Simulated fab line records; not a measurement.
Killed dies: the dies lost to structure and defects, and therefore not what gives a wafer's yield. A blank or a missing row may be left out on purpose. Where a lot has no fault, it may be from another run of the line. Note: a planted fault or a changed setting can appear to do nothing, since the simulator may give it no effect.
Which tool is to blame? | flow sky130 | Sampling: 14 lots, 42 wafers, 5 of 708 route steps

== WHAT EACH GAUGE READ, for each wafer ==
SKY_SONOS_TUNNEL_OVL_MEAS_08.
lot  | measured     | on         | SONOS_TUNNEL_OVL (nm)
L455 | day 11 01:50 | overlay-01 | -1.7 -0.9 -0.2
L456 | day 11 03:29 | overlay-01 | -1.0 -0.9 -2.1
L458 | day 12 16:12 | overlay-02 | -1.0 0.0 -1.7
L459 | day 12 20:29 | overlay-01 | -0.3 -0.2 -1.7
L461 | day 13 07:59 | overlay-01 | -0.9 -2.6 0.0
L460 | day 13 08:15 | overlay-01 | -0.9 0.4 0.3
L462 | day 13 14:11 | overlay-01 | -0.2 2.1 -0.8
L464 | day 14 05:26 | overlay-01 | -1.5 -1.7 -3.0
L466 | day 14 22:38 | overlay-02 | -0.8 -1.8 -0.3
L473 | day 17 01:45 | overlay-01 | -0.3 -0.7 -0.4
L474 | day 17 17:52 | overlay-01 | -2.0 -2.5 -1.8
L476 | day 18 16:36 | overlay-02 | -1.9 0.6 -0.1
L477 | day 18 21:08 | overlay-02 | -0.1 -0.8 -2.4
L478 | day 19 01:12 | overlay-01 | -0.7 -0.2 -1.5

SKY_SONOS_TUNNEL_TW_MEAS_12.
lot  | measured     | on            | SONOS_TUNNEL_TW
L455 | day 11 02:17 | film metro-02 | 196.2 198.1 198.0
L456 | day 11 03:56 | film metro-01 | 193.8 194.8 193.6
L458 | day 12 16:45 | film metro-04 | 194.7 194.8 194.7
L459 | day 12 20:57 | film metro-04 | 194.9 195.0 195.0
L461 | day 13 08:26 | film metro-02 | 197.7 198.4 198.4
L460 | day 13 08:43 | film metro-04 | 194.7 195.1 195.6
L462 | day 13 14:38 | film metro-02 | 196.6 197.4 197.4
L464 | day 14 05:53 | film metro-01 | 192.6 193.1 193.4
L466 | day 14 23:06 | film metro-02 | 196.3 196.6 196.6
L473 | day 17 02:13 | film metro-02 | 195.9 196.4 197.1
L474 | day 17 18:19 | film metro-04 | 195.2 194.0 195.1
L476 | day 18 17:03 | film metro-02 | 196.9 196.8 197.1
L477 | day 18 21:36 | film metro-01 | 193.3 195.0 195.9
L478 | day 19 01:39 | film metro-01 | 193.8 194.4 194.2

SKY_GATE_OXIDE_THK_MEAS_02.
lot  | measured     | on            | GATE_OXIDE_OXIDATION_00_THK (nm)
L455 | day 12 10:34 | film metro-03 | 10.58 10.28 10.32
L456 | day 12 10:34 | film metro-02 | 9.96 9.92 9.84
L458 | day 14 01:18 | film metro-02 | 10.38 10.50 10.42
L459 | day 14 04:06 | film metro-02 | 10.38 10.43 10.41
L461 | day 14 20:37 | film metro-02 | 10.28 10.31 10.27
L460 | day 14 20:38 | film metro-04 | 10.48 10.68 10.44
L462 | day 15 05:16 | film metro-02 | 10.25 10.23 10.13
L464 | day 15 15:46 | film metro-02 | 9.90 9.86 9.88
L466 | day 16 10:35 | film metro-04 | 16.78 16.54 16.54
L473 | day 19 01:05 | film metro-03 | 15.82 15.68 15.60
L474 | day 19 08:14 | film metro-04 | 10.05 9.85 10.02
L476 | day 20 13:41 | film metro-02 | 10.35 10.26 10.29
L477 | day 20 13:40 | film metro-04 | 10.45 10.35 10.46
L478 | day 20 17:36 | film metro-04 | 10.21 10.39 10.16

== WHICH TOOL RAN EACH LOT (tool, then ch and the chambers of the sampled wafers, then the start) ==
lot  | SKY_VT_ADJUST_NCORE_STRIP_10         | SKY_GATE_OXIDE_OXIDATION_01
L455 | plasma asher-03 ch 0,1, day 8 09:37  | furnace-02 ch 0, day 12 09:08
L456 | plasma asher-01 ch 0,1, day 8 10:56  | furnace-02 ch 0, day 12 09:08
L458 | plasma asher-03 ch 0,1, day 9 20:07  | furnace-02 ch 0, day 13 23:53
L459 | plasma asher-04 ch 0, day 9 23:19    | furnace-02 ch 0, day 14 02:41
L461 | plasma asher-04 ch 0,1, day 10 08:55 | furnace-01 ch 0, day 14 19:12
L460 | plasma asher-04 ch 0,1, day 10 09:48 | furnace-01 ch 0, day 14 19:12
L462 | plasma asher-04 ch 0,1, day 10 15:25 | furnace-01 ch 0, day 15 03:51
L464 | plasma asher-04 ch 0,1, day 11 03:37 | furnace-01 ch 0, day 15 14:22
L466 | plasma asher-03 ch 0,1, day 11 17:48 | furnace-02 ch 0, day 16 06:48 and furnace-01 ch 0, day 16 09:09
L473 | plasma asher-04 ch 0,1, day 13 15:43 | furnace-02 ch 0, day 18 21:05
L474 | plasma asher-04 ch 0,1, day 14 07:17 | furnace-02 ch 0, day 19 06:50
L476 | plasma asher-01 ch 0,1, day 15 01:56 | furnace-01 ch 0, day 20 12:16
L477 | plasma asher-03 ch 0, day 15 06:25   | furnace-01 ch 0, day 20 12:16
L478 | plasma asher-01 ch 0,1, day 15 10:52 | furnace-01 ch 0, day 20 16:11
- SKY_VT_ADJUST_NCORE_STRIP_10: strips in O2/N2.
- SKY_GATE_OXIDE_OXIDATION_01: stabilise 600 s, purge 300 s, target thk 10.268 nm.

== WHAT THE TOOLS THEMSELVES READ (means of the sampled wafers that have a number; where no wafer has one, the mark that the record gives instead) ==
SKY_VT_ADJUST_NCORE_STRIP_10.
lot  | tool            | chamber pressure mTorr (mTorr) | drypump motor current A (A) | o2 flow sccm (sccm) | oes product au (a.u.) | strip time to endpoint s (s)
L455 | plasma asher-03 | 1500.8                         | 5.8                         | 3007                | 0.718                 | 14.20
L456 | plasma asher-01 | 1501.0                         | 5.2                         | 3008                | 0.714                 | 14.22
L458 | plasma asher-03 | 1499.8                         | 5.8                         | 2998                | 0.718                 | 14.21
L459 | plasma asher-04 | 1499.9                         | 6.6                         | 2996                | 0.713                 | 14.24
L461 | plasma asher-04 | 1498.8                         | 6.2                         | 2999                | 0.720                 | 14.19
L460 | plasma asher-04 | 1501.1                         | 6.2                         | 3004                | 0.714                 | 14.18
L462 | plasma asher-04 | 1501.5                         | 6.2                         | 3003                | 0.712                 | 14.17
L464 | plasma asher-04 | 1500.0                         | 6.2                         | 2993                | 0.712                 | 14.15
L466 | plasma asher-03 | 1500.6                         | 5.8                         | 2993                | 0.719                 | 14.15
L473 | plasma asher-04 | 1499.1                         | 6.2                         | 3002                | 0.720                 | 14.21
L474 | plasma asher-04 | 1500.3                         | 5.8                         | 2999                | 0.714                 | 14.10
L476 | plasma asher-01 | 1499.8                         | 5.2                         | 2997                | 0.717                 | 14.23
L477 | plasma asher-03 | 1499.1                         | 6.1                         | 2993                | 0.716                 | 14.17
L478 | plasma asher-01 | 1498.4                         | 5.5                         | 3007                | 0.721                 | 14.13

SKY_GATE_OXIDE_OXIDATION_01.
lot  | tool                  | zone power top pct (%)
L455 | furnace-02            | 34.9
L456 | furnace-02            | 34.7
L458 | furnace-02            | 34.8
L459 | furnace-02            | 34.9
L461 | furnace-01            | 36.8
L460 | furnace-01            | 36.8
L462 | furnace-01            | 37.2
L464 | furnace-01            | 37.0
L466 | furnace-02/furnace-01 | 35.7
L473 | furnace-02            | 34.9
L474 | furnace-02            | 34.7
L476 | furnace-01            | 36.8
L477 | furnace-01            | 36.7
L478 | furnace-01            | 36.7

== THE ANSWER, worked out from the rows above alone ==
Rule: what is usual is taken from the lots themselves. Put in order of their means at a reading, lots are off if they are a third of the lots or fewer, leave a main group of 4 or more, and stand apart from it by a gap of 3 or more times the standard deviation of the main group's means; of several such gaps the widest counts. A main group is skipped when, at the precision printed for the reading in the tables above, its means are all equal. A lot without any number at a reading at which 4 lots or more have one is off too. Any other lot the step has rows for is counted as sound. After the gauges, taken in route order, come the tools' own readings; for these a lot's mean is taken, as printed above. The first step at which some lot is off is used, and at that step the reading that is off furthest; a lot without a number counts as furthest.
Off: at SKY_GATE_OXIDE_THK_MEAS_02 (GATE_OXIDE_OXIDATION_00_THK), L466, L473. For the main group the mean is 10.25 nm and the standard deviation 0.21.
A tool fits if, at a process step before that reading, it ran every lot that is off, and no sound lot after the first of them. Those tools and the gauges at SKY_GATE_OXIDE_THK_MEAS_02 are tried in the same way. Of those tried, none fits.

== WHAT THE SIMULATOR HAD PUT IN ==
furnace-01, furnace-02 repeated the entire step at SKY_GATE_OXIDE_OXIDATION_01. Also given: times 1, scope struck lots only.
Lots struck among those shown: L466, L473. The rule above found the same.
